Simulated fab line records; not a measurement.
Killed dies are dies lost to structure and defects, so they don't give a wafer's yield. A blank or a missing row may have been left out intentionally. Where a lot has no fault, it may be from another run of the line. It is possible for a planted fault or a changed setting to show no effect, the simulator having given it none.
Chamber matching	flow gf180mcu	GF_V3_CVD_02 on pecvd-03: 3 sister chambers
The step deposits SiO2 from TEOS, target thk 850 nm, time 94.851 s. 6 wafers are shown with their chamber, then 7 later ones without.

== WAFERS, EACH WITH ITS CHAMBER ==
wafer	chamber	heater-power-w (W)	susceptor-temp-C (C)
L077.3	0	680	399.96
L078.5	0	597	399.73
L083.5	1	428	400.11
L083.6	2	544	399.80
L089.1	1	493	399.75
L089.4	2	551	399.79

== WAFERS WITH NO CHAMBER GIVEN ==
wafer	heater-power-w (W)	susceptor-temp-C (C)
L089.6	712	400.04
L092.1	535	399.77
L092.3	665	399.69
L092.6	696	399.62
L094.1	636	400.09
L094.3	445	400.00
L094.6	577	399.93

== WHICH CHAMBER EACH ONE RAN IN ==
wafer	from the rows above	in truth
L089.6	0	0
L092.1	can't be placed: 2 or 1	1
L092.3	can't be placed: 0 or 2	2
L092.6	can't be placed: 0 or 2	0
L094.1	can't be placed: 0 or 2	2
L094.3	1	1
L094.6	can't be placed: 2 or 0 or 1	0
Correct placement for 2 of the 7. Unplaceable from these rows: 5, with the true chamber sitting among the candidates in 5. Number placed wrongly: 0.
How it was worked out, from the rows above alone: a wafer's distance from a chamber is the root of the sum, over the readings, of the square of ((its reading less the chamber's mean) divided by the reading's scatter). If the next closest chamber is less than 2 further off than the closest, the wafer can't be placed; otherwise it belongs to the closest. For every chamber, the mean is computed from those of its wafers that are shown. The scatter: the root of (the sum of the squares of (reading less its chamber's mean) over the shown wafers, divided by (wafers less chambers)).
